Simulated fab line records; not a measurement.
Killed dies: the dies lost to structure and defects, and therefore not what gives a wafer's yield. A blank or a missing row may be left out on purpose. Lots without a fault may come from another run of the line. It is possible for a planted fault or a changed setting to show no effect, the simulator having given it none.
fab line records	flow sky130
[record] lots = 6	wafers = 18	lastDay = 50
route steps=708 shown SONOS_ONO@176 GATE_OXIDE@187 POLY_GATE@204 PAD_OPEN@708
lots untouched by any fault: they come from a run of this same line in which no faults occurred
startH: hours from the record's first day to the start of the lot's first wafer shown	waitH: hours elapsed since this lot's preceding step	" as in the row above	L1.1+2: several wafers, shown together as one row	- no value, or no start given	* or withheld: withheld	< > ~ a bound
route shown NAME@n: NAME is a module with steps in the file, n the number in the route of the first one	usual: average and standard deviation across the fault-free wafers	same: alike in all rows	chamber/n: place in a boat	sites: readings site by site	_std_site: the standard deviation of these	_edge_site: outer sites' mean less inner sites'	radiusMm: for every site, how far away it sits from the centre of the wafer	mask NAME#n: copy n	behind: tool/chamber where the wafer was last shaped	hold: reason for holding the lot/hours on hold/outcome of the hold	device: which transistor (n, p or np) failed to switch	end of line: tests run on the same wafers once the route is complete	for a step that has no rows: nothing shown but its recipe	killed: dies that structure and defects cost at the first sort, which is not the same as the wafer's yield	map: dies across one wafer; x = killed, . = not, _ = none there
set.NAME: the run value of the setting; set.NAME@STEP: its run value at that earlier step	model.NAME: the simulator's own value behind a step, which no gauge read
lots at selected steps of the route; one table per step, one row per wafer
services: the hour from which a tool's chamber was out of use, counted from the record's first day as startH (under 0 if before that day), plus the number of hours and why
[[steps]]
[step SKY_SONOS_ONO_COAT_08]
[recipe] resist = NOVOLAK	spinRpm = 3000	resistThkNm = 1140
[step SKY_SONOS_ONO_SOFTBAKE_09]
[recipe] tempC = 90	timeS = 60	resist = NOVOLAK
[step SKY_SONOS_ONO_EXPOSE_10]
[recipe] maskId = ONOM	targetCdNm = 410	na = 0.6	sourceShape = conventional	sigmaOuter = 0.6	doseMj = 150
[step SKY_SONOS_ONO_PEB_11]
[recipe] tempC = withheld	timeS = *	resist = NOVOLAK
[step SKY_SONOS_ONO_DEVELOP_12]
[recipe] developTimeS = 60	devTempC = 23
[step SKY_SONOS_ONO_CD_MEAS_13]
[recipe] targetCdNm = 410
[usual] cdNm = 410.3/2.1
lot.wafer	tool	chamber	startH	waitH	cdNm
L588.2	cdSem-02	-	281.92	0.1	409.0
L588.3	"	-	"	"	410.1
L588.4	"	-	"	"	409.8
L591.2	cdSem-02	-	303.86	0.1	412.2
L591.3	"	-	"	"	410.7
L591.5	"	-	"	"	410.3
L593.1	cdSem-01	-	320.36	0.1	410.4
L593.4	"	-	"	"	410.6
L593.6	"	-	"	"	409.2
L595.1	cdSem-02	-	335.86	0.1	407.8
L595.2	"	-	"	"	408.5
L595.3	"	-	"	"	408.2
L597.3	cdSem-01	-	347.95	0.1	410.4
L597.5	"	-	"	"	411.1
L597.6	"	-	"	"	410.3
L611.3	cdSem-02	-	467.89	0.1	410.4
L611.4	"	-	"	"	408.8
L611.5	"	-	"	"	409.6
[step SKY_SONOS_ONO_OVL_MEAS_14]
[usual] SONOS_ONO_OVL = -0.7/1.4
lot.wafer	tool	chamber	startH	waitH	SONOS_ONO_OVL[nm]
L588.2	overlay-02	-	282.03	0.1	0.4
L588.3	"	-	"	"	0.2
L588.4	"	-	"	"	-3.1
L591.2	overlay-02	-	303.97	0.1	-2.3
L591.3	"	-	"	"	-1.2
L591.5	"	-	"	"	-0.8
L593.1	overlay-02	-	320.48	0.1	0.9
L593.4	"	-	"	"	1.4
L593.6	"	-	"	"	1.1
L595.1	overlay-01	-	335.98	0.1	-3.3
L595.2	"	-	"	"	-1.7
L595.3	"	-	"	"	-1.2
L597.3	overlay-02	-	348.05	0.1	1.8
L597.5	"	-	"	"	-0.4
L597.6	"	-	"	"	1.2
L611.3	overlay-01	-	467.98	0.1	-2.0
L611.4	"	-	"	"	-1.8
L611.5	"	-	"	"	-1.0
[step SKY_SONOS_ONO_ETCH_15]
[recipe] targetDepthNm = 19.52	chemistry = CHF3/O2	sourceW = 600	biasW = 200	pressureMtorr = 40	chf3FlowSccm = 50	O2_flow_sccm = 5	timeS = 7.8
[usual] chf3FlowSccm = 50.00/0.14	drypumpMotorCurrentA = 5.8/0.49	oesProductAu = 1.000/0.0087	throttleValvePct = 8.825/0.01
lot.wafer	tool	chamber	startH	waitH	chf3FlowSccm	drypumpMotorCurrentA	oesProductAu	rfHoursCounterH	throttleValvePct
L588.2	rieDiel-01	2	282.06	0.0	49.83	5.9	1.001	12	8.831
L588.3	"	3	"	"	50.06	5.0	0.996	102	8.821
L588.4	"	1	"	"	50.34	6.1	0.992	75	8.843
L591.2	rieDiel-01	2	304.00	0.0	50.02	5.9	1.007	12	8.817
L591.3	"	3	"	"	49.82	4.9	0.994	102	8.836
L591.5	"	0	"	"	50.35	5.3	1.016	-	8.826
L593.1	rieDiel-03	2	320.52	0.0	49.83	6.0	0.997	30	8.819
L593.4	"	0	"	"	49.91	5.3	0.996	0	8.808
L593.6	"	0	"	"	50.24	5.3	0.988	-	8.817
L595.1	rieDiel-02	0	336.02	0.0	50.04	6.1	1.006	27	8.834
L595.2	"	3	"	"	50.06	6.4	1.016	13	8.845
L595.3	"	2	"	"	50.07	6.7	0.993	5	8.806
L597.3	rieDiel-03	3	348.07	0.0	50.23	5.0	1.005	74	8.819
L597.5	"	3	"	"	49.99	5.1	0.994	-	8.812
L597.6	"	2	"	"	49.81	6.0	0.981	-	8.829
L611.3	rieDiel-02	0	468.01	0.0	50.06	6.1	1.010	29	8.828
L611.4	"	1	"	"	50.31	5.9	0.998	7	8.827
L611.5	"	1	"	"	50.13	5.9	1.005	-	8.820
[step SKY_SONOS_ONO_WET_ETCH_16]
[recipe] chemistry = dHF	targetDepthNm = 14	dry = n2Spin	target = SiO2	dilution = 100:1	tempC = 25	timeS = 280
[step SKY_SONOS_ONO_STRIP_17]
[recipe] chemistry = O2/N2	powerW = 1400	pressureMtorr = 1500	platenTempC = withheld	o2FlowSccm = 3000	n2FlowSccm = 300	overashFraction = 0.5
[usual] drypumpMotorCurrentA = 5.6/0.59	oesProductAu = 0.710/0.0047	stripTimeToEndpointS = 14.10/0.045
lot.wafer	tool	chamber	startH	waitH	drypumpMotorCurrentA	oesProductAu	rfHoursCounterH	stripTimeToEndpointS
L588.2	plasmaAsher-01	1	282.18	0.0	5.8	0.715	48	14.11
L588.3	"	0	"	"	5.2	0.701	-	14.08
L588.4	"	1	"	"	5.8	0.705	-	14.04
L591.2	plasmaAsher-02	0	304.11	0.0	6.4	0.705	59	14.06
L591.3	"	1	"	"	4.9	0.709	-	13.98
L591.5	"	0	"	"	6.4	0.711	-	14.07
L593.1	plasmaAsher-01	1	320.64	0.0	5.8	0.699	49	14.11
L593.4	"	0	"	"	5.2	0.710	-	14.13
L593.6	"	1	"	"	5.8	0.709	-	14.07
L595.1	plasmaAsher-03	0	336.13	0.0	6.3	0.708	67	14.17
L595.2	"	1	"	"	4.9	0.710	67	14.16
L595.3	"	0	"	"	6.3	0.713	-	14.16
L597.3	plasmaAsher-02	0	348.21	0.0	6.4	0.711	-	14.08
L597.5	"	0	"	"	6.4	0.705	-	14.13
L597.6	"	1	"	"	4.9	0.709	-	14.09
L611.3	plasmaAsher-03	0	468.15	0.0	6.2	0.716	-	14.07
L611.4	"	1	"	"	4.9	0.709	-	14.08
L611.5	"	0	"	"	6.2	0.709	-	14.09
[step SKY_SONOS_ONO_WET_ETCH_18]
[recipe] chemistry = H3PO4	targetDepthNm = 15	target = Si3N4	tempC = 160	timeS = 172
[step SKY_GATE_OXIDE_CLEAN_00]
[recipe] chemistry = SC1/SC2	mix = 1:4:20	tempC = 70	timeS = 150	dry = n2Spin
[step SKY_GATE_OXIDE_OXIDATION_01]
[recipe] tempC = 900	ambient = O2	stabiliseS = 600	purgeS = 300	targetThkA = 102.68	oxTimeS = 1473
[usual] spikeTcBottomC = 919.3/1.1	spikeTcCentreC = 900.3/1	spikeTcLowerC = 901.0/1.9	spikeTcTopC = 910.7/1	spikeTcUpperC = 900.1/1.1	tubeCenterTempC = 900/0.086	tube_center_temp_C_max = 902.3/0.41	zonePowerBottomPct = 26.8/0.61
lot.wafer	tool	chamber	startH	waitH	spikeTcBottomC	spikeTcCentreC	spikeTcLowerC	spikeTcTopC	spikeTcUpperC	tubeCenterTempC	tube_center_temp_C_max	zonePowerBottomPct	model.SiO2_of_GATE_OXIDE_OXIDATION_01.thkNm
L588.2	furnace-01	0	282.39	0.0	919.5	899.9	902.6	911.3	901.8	899.94	902.3	27.7	10.07
L588.3	"	0	"	"	919.7	900.5	901.4	911.0	899.5	900.05	902.6	27.7	10.06
L588.4	"	0	"	"	918.9	900.1	901.5	910.4	899.7	900.18	902.0	27.6	10.06
L591.2	furnace-02	0	304.93	0.6	919.4	899.1	900.4	910.7	900.2	900.03	901.6	26.6	10.53
L591.3	"	0	"	"	919.7	900.6	900.2	907.0	901.5	900.06	902.3	26.8	10.51
L591.5	"	0	"	"	919.8	900.6	900.3	910.5	900.3	899.97	903.6	26.1	10.49
L593.1	furnace-01	0	320.93	0.1	919.5	902.1	902.1	909.9	898.8	900.01	902.6	27.4	10.08
L593.4	"	0	"	"	918.4	901.9	902.2	912.5	899.6	900.13	902.4	27.5	10.18
L593.6	"	0	"	"	920.2	897.9	903.7	910.5	898.9	900	902.6	27.6	10.21
L595.1	furnace-02	0	336.63	0.3	912.6	892.4	893.7	904.4	894.7	893.38	895.5	25.8	9.603
L595.2	"	0	"	"	913.1	894.9	892.8	905.0	893.0	893.62	895.8	26.4	9.607
L595.3	"	0	"	"	913.8	894.3	894.3	905.1	892.5	893.59	895.3	26.2	9.604
L597.3	furnace-02	0	348.38	0.0	911.8	893.7	892.9	903.8	892.5	893.39	895.4	26.2	9.472
L597.5	"	0	"	"	912.4	894.6	895.5	903.6	893.9	893.51	896.1	26.2	9.631
L597.6	"	0	"	"	913.3	893.1	893.5	903.5	895.3	893.47	895.7	25.8	9.639
L611.3	furnace-02	0	468.32	0.0	919.1	898.9	899.4	911.0	901.6	900.14	902.4	26.6	10.38
L611.4	"	0	"	"	918.3	898.8	899.4	911.9	900.9	899.94	902.1	26.4	10.46
L611.5	"	0	"	"	919.2	900.6	900.3	910.6	899.8	900.11	902.3	26.5	10.26
[step SKY_GATE_OXIDE_THK_MEAS_02]
[recipe] reads = SiO2_of_GATE_OXIDE_OXIDATION_01
[usual] GATE_OXIDE_OXIDATION_00_THK = 10.27/0.17
lot.wafer	tool	chamber	startH	waitH	GATE_OXIDE_OXIDATION_00_THK[nm]
L588.2	filmMetro-03	-	283.80	0.0	10.09
L588.3	"	-	"	"	10.09
L588.4	"	-	"	"	10.09
L591.2	filmMetro-03	-	306.35	0.0	10.54
L591.3	"	-	"	"	10.53
L591.5	"	-	"	"	10.50
L593.1	filmMetro-03	-	322.34	0.0	10.06
L593.4	"	-	"	"	10.16
L593.6	"	-	"	"	10.24
L595.1	filmMetro-02	-	338.04	0.0	9.65
L595.2	"	-	"	"	9.69
L595.3	"	-	"	"	9.55
L597.3	filmMetro-03	-	349.81	0.0	9.45
L597.5	"	-	"	"	9.68
L597.6	"	-	"	"	9.61
L611.3	filmMetro-03	-	469.75	0.0	10.36
L611.4	"	-	"	"	10.43
L611.5	"	-	"	"	10.25
[step SKY_GATE_OXIDE_DEHYDRATE_03]
[recipe] tempC = 200	timeS = 60
[step SKY_GATE_OXIDE_HMDS_04]
[recipe] primeTimeS = 60	primeTempC = 120
[step SKY_GATE_OXIDE_COAT_05]
[recipe] resist = NOVOLAK	spinRpm = 3000	resistThkNm = 1140
[step SKY_GATE_OXIDE_SOFTBAKE_06]
[recipe] tempC = 90	timeS = 60	resist = NOVOLAK
[step SKY_GATE_OXIDE_EXPOSE_07]
[recipe] maskId = LVOM	na = 0.6	sourceShape = conventional	sigmaOuter = 0.6	polarization = unpolarized	targetCdNm = 600	doseMj = 170
[step SKY_GATE_OXIDE_PEB_08]
[recipe] tempC = withheld	timeS = *	resist = NOVOLAK
[step SKY_GATE_OXIDE_DEVELOP_09]
[recipe] resist = NOVOLAK	developer = TMAH	developTimeS = 60	devTempC = 23
[step SKY_GATE_OXIDE_OVL_MEAS_10]
[usual] GATE_OXIDE_OVL = 0.6/1.3
lot.wafer	tool	chamber	startH	waitH	GATE_OXIDE_OVL[nm]
L588.2	overlay-01	-	309.46	0.1	0.2
L588.3	"	-	"	"	3.0
L588.4	"	-	"	"	3.5
L591.2	overlay-02	-	331.03	0.1	0.1
L591.3	"	-	"	"	-0.3
L591.5	"	-	"	"	0.4
L593.1	overlay-02	-	348.08	0.1	0.5
L593.4	"	-	"	"	-1.0
L593.6	"	-	"	"	0.2
L595.1	overlay-01	-	365.73	0.1	1.2
L595.2	"	-	"	"	-1.4
L595.3	"	-	"	"	0.9
L597.3	overlay-02	-	377.65	0.1	0.0
L597.5	"	-	"	"	0.1
L597.6	"	-	"	"	2.0
L611.3	overlay-01	-	500.04	0.1	0.5
L611.4	"	-	"	"	-1.2
L611.5	"	-	"	"	-0.3
[step SKY_GATE_OXIDE_IMPLANT_11]
[recipe] species = B	energyKev = 10	doseCm2 = 2.6e+12	tiltDeg = withheld
[step SKY_GATE_OXIDE_WET_ETCH_12]
[recipe] chemistry = dHF	targetDepthNm = 16.8	dry = n2Spin	target = SiO2	dilution = 100:1	tempC = 25	timeS = 336
[step SKY_GATE_OXIDE_STRIP_13]
[recipe] chemistry = O2/N2	powerW = 1400	pressureMtorr = 1500	platenTempC = withheld	o2FlowSccm = 3000	n2FlowSccm = 300	overashFraction = 0.5
[usual] drypumpMotorCurrentA = 5.6/0.47	oesProductAu = 0.716/0.0047	stripTimeToEndpointS = 14.20/0.039
lot.wafer	tool	chamber	startH	waitH	drypumpMotorCurrentA	oesProductAu	rfHoursCounterH	stripTimeToEndpointS
L588.2	plasmaAsher-03	1	309.76	0.0	4.9	0.715	64	14.20
L588.3	"	0	"	"	6.3	0.717	-	14.20
L588.4	"	1	"	"	4.9	0.716	-	14.17
L591.2	plasmaAsher-04	1	331.32	0.0	5.8	0.713	21	14.21
L591.3	"	0	"	"	5.6	0.714	-	14.24
L591.5	"	1	"	"	5.8	0.717	-	14.22
L593.1	plasmaAsher-01	0	348.37	0.0	5.2	0.715	51	14.16
L593.4	"	1	"	"	5.8	0.709	-	14.16
L593.6	"	1	"	"	5.8	0.727	-	14.18
L595.1	plasmaAsher-04	0	366.01	0.0	5.6	0.716	24	14.19
L595.2	"	1	"	"	5.8	0.716	24	14.21
L595.3	"	0	"	"	5.6	0.717	-	14.14
L597.3	plasmaAsher-03	1	377.98	0.0	4.9	0.728	-	14.28
L597.5	"	0	"	"	6.2	0.716	-	14.27
L597.6	"	1	"	"	4.9	0.718	-	14.27
L611.3	plasmaAsher-01	0	500.35	0.0	5.2	0.715	-	14.13
L611.4	"	1	"	"	5.9	0.717	-	14.17
L611.5	"	1	"	"	5.8	0.720	-	14.16
[step SKY_GATE_OXIDE_TW_MEAS_14]
[usual] GATE_OXIDE_TW = 223.8/1.5
lot.wafer	tool	chamber	startH	waitH	GATE_OXIDE_TW
L588.2	filmMetro-01	-	309.87	0.1	223.0
L588.3	"	-	"	"	222.2
L588.4	"	-	"	"	223.1
L591.2	filmMetro-02	-	331.43	0.1	224.9
L591.3	"	-	"	"	226.1
L591.5	"	-	"	"	227.4
L593.1	filmMetro-02	-	348.47	0.1	225.1
L593.4	"	-	"	"	226.3
L593.6	"	-	"	"	225.4
L595.1	filmMetro-03	-	366.11	0.1	224.7
L595.2	"	-	"	"	224.9
L595.3	"	-	"	"	226.2
L597.3	filmMetro-02	-	378.07	0.1	225.3
L597.5	"	-	"	"	224.1
L597.6	"	-	"	"	224.6
L611.3	filmMetro-02	-	500.43	0.1	225.0
L611.4	"	-	"	"	226.0
L611.5	"	-	"	"	224.9
[step SKY_GATE_OXIDE_CLEAN_15]
[recipe] chemistry = SC1/SC2	mix = 1:4:20	tempC = 70	timeS = 150	dry = n2Spin
[step SKY_GATE_OXIDE_OXIDATION_16]
[recipe] tempC = 800	ambient = O2	idleTempC = 700	rampUpCPerMin = 10	rampDownCPerMin = 3	stabiliseS = 600	purgeS = 300	targetThkA = 35.7	oxTimeS = 1915
[usual] oxTempCMax = 804.8/1.4	spikeTcBottomC = 820.3/0.93	spikeTcCentreC = 800.2/1	spikeTcLowerC = 801.9/1.9	spikeTcTopC = 812.9/1	spikeTcUpperC = 799.8/1.2	tubeCenterTempC = 800.01/0.075	tube_center_temp_C_max = 802.08/0.3	zonePowerBottomPct = 21.1/0.46
lot.wafer	tool	chamber	startH	waitH	oxTempCMax	spikeTcBottomC	spikeTcCentreC	spikeTcLowerC	spikeTcTopC	spikeTcUpperC	tubeCenterTempC	tube_center_temp_C_max	zonePowerBottomPct	model.SiO2_of_GATE_OXIDE_OXIDATION_01.thkNm
L588.2	furnace-02	0	310.15	0.2	805.3	822.4	799.8	798.5	813.1	800.9	799.92	802.12	20.2	11.44
L588.3	"	0	"	"	805.5	819.5	799.7	800.4	812.8	800.4	800	801.50	20.5	11.47
L588.4	"	0	"	"	806.5	821.1	799.6	800.2	811.5	800.1	799.95	801.83	20.3	11.46
L591.2	furnace-01	0	332.88	1.3	804.6	819.9	799.7	803.9	811.2	798.3	799.9	802.02	21.7	11.88
L591.3	"	0	"	"	803.7	819.2	799.0	803.0	814.4	797.3	799.86	801.74	21.1	11.87
L591.5	"	0	"	"	805.1	818.7	801.6	801.5	812.8	799.1	800.08	802.10	21.4	11.84
L593.1	furnace-01	0	348.58	0.0	804.0	820.0	800.0	804.1	812.1	798.0	800.04	801.95	21.3	11.46
L593.4	"	0	"	"	804.3	820.3	798.3	801.4	814.3	800.0	800.11	802.41	21.7	11.55
L593.6	"	0	"	"	803.1	819.5	800.5	804.2	813.5	798.5	799.99	801.99	21.1	11.57
L595.1	furnace-01	0	367.67	1.4	805.9	819.2	798.3	802.0	813.0	800.6	799.94	801.89	21.0	11.05
L595.2	"	0	"	"	804.2	820.0	799.2	802.6	812.9	799.7	799.99	802.69	21.1	11.04
L595.3	"	0	"	"	804.7	818.7	799.5	804.7	813.9	797.6	799.98	801.86	21.1	11.03
L597.3	furnace-01	0	379.29	1.1	803.9	820.6	800.2	802.4	811.5	799.1	800.09	801.79	21.6	10.9
L597.5	"	0	"	"	803.4	821.1	799.4	804.0	811.7	799.0	800.13	802.32	21.2	11.05
L597.6	"	0	"	"	803.9	819.7	800.4	803.5	811.8	798.8	799.99	801.69	21.2	11.05
L611.3	furnace-02	0	500.52	0.0	806.2	821.2	801.5	797.8	812.8	799.6	800.1	802.18	20.6	11.7
L611.4	"	0	"	"	806.4	821.8	799.1	800.6	813.1	799.7	800.12	802.18	21.0	11.79
L611.5	"	0	"	"	806.4	821.9	800.9	800.4	812.4	798.4	800.1	801.96	20.3	11.59
[step SKY_POLY_GATE_CVD_00]
[recipe] material = poly-Si	targetThkNm = 180	tempC = 620	timeS = 720	pressureMtorr = 200
[step SKY_PAD_OPEN_PROBE_99]
[usual] killed_at_M0_to_M3 = 43/6.8	killed_at_M4_up = 3.2/1.8	killedAtContacts = 24/5.2	killedAtFrontEnd = 15/4.2	killedAtOther = 0.4/0.62	killedDies = 85/8.7	killedOpen = 46/6.7	killedShort = 39/5.9
[same] grossDies = 492	killedAtBackSide = 0
lot.wafer	tool	chamber	startH	waitH	killed_at_M0_to_M3	killed_at_M4_up	killedAtContacts	killedAtFrontEnd	killedAtOther	killedDies	killedOpen	killedShort	model.etest.nfet_16v.rOnOhmUm	model.etest.tipSonos.rsOhmSq	model.etest.pfetG5v0d10v5.rOnOhmUm	model.etest.nfetG5v0d10v5.rOnOhmUm	model.etest.nfetG5v0d10v5.driveUaUm	model.etest.nfet_05v0_nvt.driveUaUm	model.etest.pfetG5v0d10v5.driveUaUm	model.etest.nfet_16v.driveUaUm
L588.2	prober-01	-	1069.87	0.1	54	2	26	15	0	97	51	46	1.386e+04	2643	4770	1871	609.2	574.3	334.8	227.7
L588.3	prober-01	-	1069.92	0.2	33	2	45	10	0	90	43	47	1.388e+04	2662	4796	1875	602.4	574	338.4	226.2
L588.4	prober-01	-	1069.97	0.2	46	1	28	10	0	85	51	33	1.382e+04	2643	4764	1884	610.4	580.3	338.9	227.4
L591.2	prober-01	-	1093.04	0.1	39	2	20	11	0	72	41	31	1.401e+04	2758	4775	1896	593.5	571.8	336.6	219.2
L591.3	prober-01	-	1093.09	0.2	44	4	23	20	0	91	49	42	1.403e+04	2793	4782	1914	594.3	565.4	337.6	218.2
L591.5	prober-01	-	1093.19	0.2	46	3	28	20	0	97	48	49	1.399e+04	2779	4768	1907	588.4	571.5	336.2	220.7
L593.1	prober-02	-	1102.41	0.1	33	3	25	21	0	82	48	34	1.398e+04	2661	4664	1852	609.5	583.3	355.5	225.7
L593.4	prober-02	-	1102.56	0.2	42	2	18	18	0	80	43	35	1.394e+04	2675	4619	1859	607.3	580.2	346	223.3
L593.6	prober-02	-	1102.66	0.2	45	3	23	14	1	86	41	45	1.407e+04	2660	4665	1874	608.7	580.2	345.8	222.8
L595.1	prober-02	-	1115.97	0.1	34	7	22	15	0	78	42	36	1.384e+04	2603	4681	1846	633.3	597.2	352.6	228.9
L595.2	prober-02	-	1116.02	0.1	47	4	21	16	1	89	49	40	1.377e+04	2621	4604	1839	632.8	600.9	353.6	231.2
L595.3	prober-02	-	1116.07	0.2	45	2	24	15	0	86	47	39	1.399e+04	2596	4700	1858	631.3	595	350.3	230.6
L597.3	prober-01	-	1124.96	0.2	33	2	24	10	0	69	35	34	1.381e+04	2583	4555	1821	646.5	609.3	364.4	234.8
L597.5	prober-01	-	1125.06	0.2	34	5	23	16	0	78	46	32	1.394e+04	2602	4626	1844	631.7	606	356.9	233.1
L597.6	prober-01	-	1125.11	0.2	45	5	28	4	0	82	53	29	1.376e+04	2595	4554	1829	634.5	601.7	359	233.7
L611.3	prober-01	-	1191.26	0.2	45	1	20	17	1	84	51	32	1.396e+04	2706	4824	1926	595.5	569.4	338.4	219.2
L611.4	prober-01	-	1191.31	0.2	48	5	18	10	0	81	47	34	1.408e+04	2768	4825	1926	595	563.1	334.1	217.2
L611.5	prober-01	-	1191.36	0.2	27	1	19	17	1	65	37	27	1.395e+04	2690	4821	1904	608	575.1	337.3	222.8
// killed by level:class
L588.2 VIA1:geometricParticle:open=15 CONTACT:geometricParticle:open=10 METAL1:geometricParticle:short=7 VIA1:geometricParticle:short=7 LOCAL_INTERCONNECT:geometricParticle:short=6 VIA2:geometricParticle:open=5 METAL2:geometricParticle:short=5 VIA3:geometricParticle:open=4
L588.3 CONTACT:geometricParticle:open=14 LI_CONTACT:geometricParticle:open=12 CONTACT:geometricParticle:short=8 VIA3:geometricParticle:short=7 LI_CONTACT:geometricParticle:short=5 LOCAL_INTERCONNECT:geometricParticle:short=5 METAL1:geometricParticle:short=5 VIA1:geometricParticle:short=5
L588.4 VIA1:geometricParticle:open=14 CONTACT:geometricParticle:open=8 LI_CONTACT:geometricParticle:open=7 CONTACT:geometricParticle:short=5 VIA3:geometricParticle:open=5 LI_CONTACT:geometricParticle:short=4 METAL2:geometricParticle:open=4 VIA3:geometricParticle:short=4
L591.2 VIA2:geometricParticle:open=9 VIA1:geometricParticle:open=8 LOCAL_INTERCONNECT:geometricParticle:short=6 CONTACT:geometricParticle:open=6 METAL2:geometricParticle:short=6 FIELD_ISO:geometricParticle:open=5 VIA3:geometricParticle:open=5 LI_CONTACT:geometricParticle:open=4
L591.3 CONTACT:geometricParticle:open=15 VIA1:geometricParticle:open=9 POLY_GATE:geometricParticle:short=8 VIA3:geometricParticle:open=7 FIELD_ISO:geometricParticle:short=6 METAL2:geometricParticle:short=6 VIA2:geometricParticle:open=5 METAL3:geometricParticle:short=4
L591.5 VIA1:geometricParticle:open=14 POLY_GATE:geometricParticle:open=8 LOCAL_INTERCONNECT:geometricParticle:short=6 CONTACT:geometricParticle:open=6 VIA2:geometricParticle:open=6 VIA3:geometricParticle:short=6 LI_CONTACT:geometricParticle:open=5 CONTACT:geometricParticle:short=5
L593.1 VIA1:geometricParticle:open=10 POLY_GATE:geometricParticle:open=8 CONTACT:geometricParticle:open=8 LI_CONTACT:geometricParticle:open=6 VIA3:geometricParticle:open=6 FIELD_ISO:geometricParticle:short=5 METAL2:geometricParticle:short=5 METAL1:geometricParticle:short=4
L593.4 VIA1:geometricParticle:open=10 METAL1:geometricParticle:short=9 POLY_GATE:geometricParticle:short=7 LI_CONTACT:geometricParticle:open=7 POLY_GATE:geometricParticle:open=6 CONTACT:geometricParticle:open=6 VIA2:geometricParticle:open=5 VIA3:geometricParticle:open=5
L593.6 CONTACT:geometricParticle:open=8 METAL2:geometricParticle:short=8 METAL1:geometricParticle:short=7 LI_CONTACT:geometricParticle:open=7 VIA1:geometricParticle:open=6 VIA1:geometricParticle:short=6 FIELD_ISO:geometricParticle:short=5 VIA2:geometricParticle:open=5
L595.1 LI_CONTACT:geometricParticle:open=7 VIA1:geometricParticle:open=7 CONTACT:geometricParticle:open=6 FIELD_ISO:geometricParticle:open=5 METAL1:geometricParticle:short=5 METAL2:geometricParticle:short=5 METAL2:geometricParticle:open=5 METAL4:geometricParticle:short=5
L595.2 VIA1:geometricParticle:open=12 LI_CONTACT:geometricParticle:open=10 VIA1:geometricParticle:short=8 METAL2:geometricParticle:short=6 VIA3:geometricParticle:short=6 POLY_GATE:geometricParticle:short=5 CONTACT:geometricParticle:open=5 POLY_GATE:geometricParticle:open=4
L595.3 CONTACT:geometricParticle:open=11 METAL1:geometricParticle:short=11 LI_CONTACT:geometricParticle:open=9 VIA3:geometricParticle:open=7 FIELD_ISO:geometricParticle:short=6 VIA1:geometricParticle:open=6 VIA3:geometricParticle:short=5 VIA2:geometricParticle:short=4
L597.3 LOCAL_INTERCONNECT:geometricParticle:short=8 VIA1:geometricParticle:open=6 LI_CONTACT:geometricParticle:open=6 METAL1:geometricParticle:short=6 VIA3:geometricParticle:open=6 CONTACT:geometricParticle:open=5 METAL2:geometricParticle:short=4 FIELD_ISO:geometricParticle:short=3
L597.5 LI_CONTACT:geometricParticle:open=9 FIELD_ISO:geometricParticle:open=7 VIA1:geometricParticle:open=7 VIA2:geometricParticle:open=7 CONTACT:geometricParticle:open=4 METAL1:geometricParticle:short=4 VIA1:geometricParticle:short=4 CONTACT:geometricParticle:short=3
L597.6 VIA1:geometricParticle:open=17 CONTACT:geometricParticle:open=14 METAL1:geometricParticle:short=8 VIA2:geometricParticle:open=7 LI_CONTACT:geometricParticle:open=5 LOCAL_INTERCONNECT:geometricParticle:short=4 VIA1:geometricParticle:short=4 METAL4:geometricParticle:short=4
L611.3 CONTACT:geometricParticle:open=12 VIA3:geometricParticle:open=10 VIA2:geometricParticle:open=7 VIA1:geometricParticle:open=7 FIELD_ISO:geometricParticle:short=5 FIELD_ISO:geometricParticle:open=4 LI_CONTACT:geometricParticle:open=4 VIA2:geometricParticle:short=4
L611.4 VIA3:geometricParticle:open=10 VIA1:geometricParticle:open=9 VIA2:geometricParticle:open=9 CONTACT:geometricParticle:open=8 LI_CONTACT:geometricParticle:open=6 FIELD_ISO:geometricParticle:short=5 METAL4:geometricParticle:short=5 VIA1:geometricParticle:short=4
L611.5 LI_CONTACT:geometricParticle:open=10 VIA2:geometricParticle:open=6 CONTACT:geometricParticle:short=4 VIA1:geometricParticle:open=4 VIA3:geometricParticle:open=4 FIELD_ISO:geometricParticle:short=3 POLY_GATE:geometricParticle:short=3 SPACER:geometricParticle:open=3
[[services]]
tool	chamber	startH	hours	kind
furnace-01	-	259.33	3.6	pm
furnace-02	-	268.13	4.1	pm
furnace-01	-	283.79	5.0	pm
plasmaAsher-01	-	284.15	28.1	pm
rieDiel-03	-	286.21	14.6	pm
rieDiel-03	-	307.00	1.7	repair
rieDiel-03	3	307.06	9.5	repair
plasmaAsher-04	-	309.93	2.8	pm
rieDiel-03	2	322.48	11.3	repair
rieDiel-03	-	328.23	0.8	repair
plasmaAsher-02	-	337.13	1.2	repair
plasmaAsher-01	-	359.54	2.6	repair
plasmaAsher-01	-	366.70	0.4	repair
rieDiel-03	1	373.79	9.5	repair
rieDiel-01	0	391.64	1.3	repair
furnace-01	-	397.63	3.7	pm
plasmaAsher-01	-	407.28	2.8	pm
rieDiel-02	2	412.46	8.1	repair
plasmaAsher-03	-	421.28	9.0	pm
rieDiel-02	3	436.49	1.3	repair
furnace-02	-	437.16	5.3	pm
rieDiel-02	2	452.76	2.2	repair
plasmaAsher-03	-	489.02	14.6	pm
rieDiel-01	-	499.71	2.8	pm
[[key]]
[firstSign] step = SKY_GATE_OXIDE_OXIDATION_01	reading = tubeCenterTempC	direction = down	sigmas = 72	usual = *	struck = *
[effect] step = SKY_GATE_OXIDE_OXIDATION_01	reading = tube_center_temp_C_max	direction = down	sigmas = 16	usual = *	struck = *
[effect] step = SKY_GATE_OXIDE_THK_MEAS_02	reading = GATE_OXIDE_OXIDATION_00_THK	direction = down	sigmas = 3.9	usual = 10.27	struck = 9.61
[modelEffect] step = SKY_GATE_OXIDE_OXIDATION_01	value = SiO2_of_GATE_OXIDE_OXIDATION_01.thkNm	without = 10.31	struck = 9.593
[modelEffect] step = SKY_GATE_OXIDE_OXIDATION_16	value = SiO2_of_GATE_OXIDE_OXIDATION_01.thkNm	without = 11.68	struck = 11.02
[modelEffect] step = SKY_PAD_OPEN_PROBE_99	value = etest.nfet_16v.rOnOhmUm	without = 1.423e+04	struck = 1.385e+04
metAt SKY_GATE_OXIDE_OXIDATION_01
struckWafers L595.1,L595.2,L595.3,L597.3,L597.5,L597.6
testerLeftOut L595,L597
onsetBetween 304.93 336.63
[fault] kind = processParameterDrift	tool = furnace-02	chamber = -	onsetH = 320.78	steps = SKY_GATE_OXIDE_OXIDATION_01	channel = tempC	offset = *	shape = step	endH = 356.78	actsIn = *	stated = *
// testerLeftOut: of these lots the tester's yield and bins aren't shown, on N5 and GAA mostly nor the transistor test; their killed dies are dies lost to structure and defects alone, not to doping, threshold or leakage, so they don't give the yield
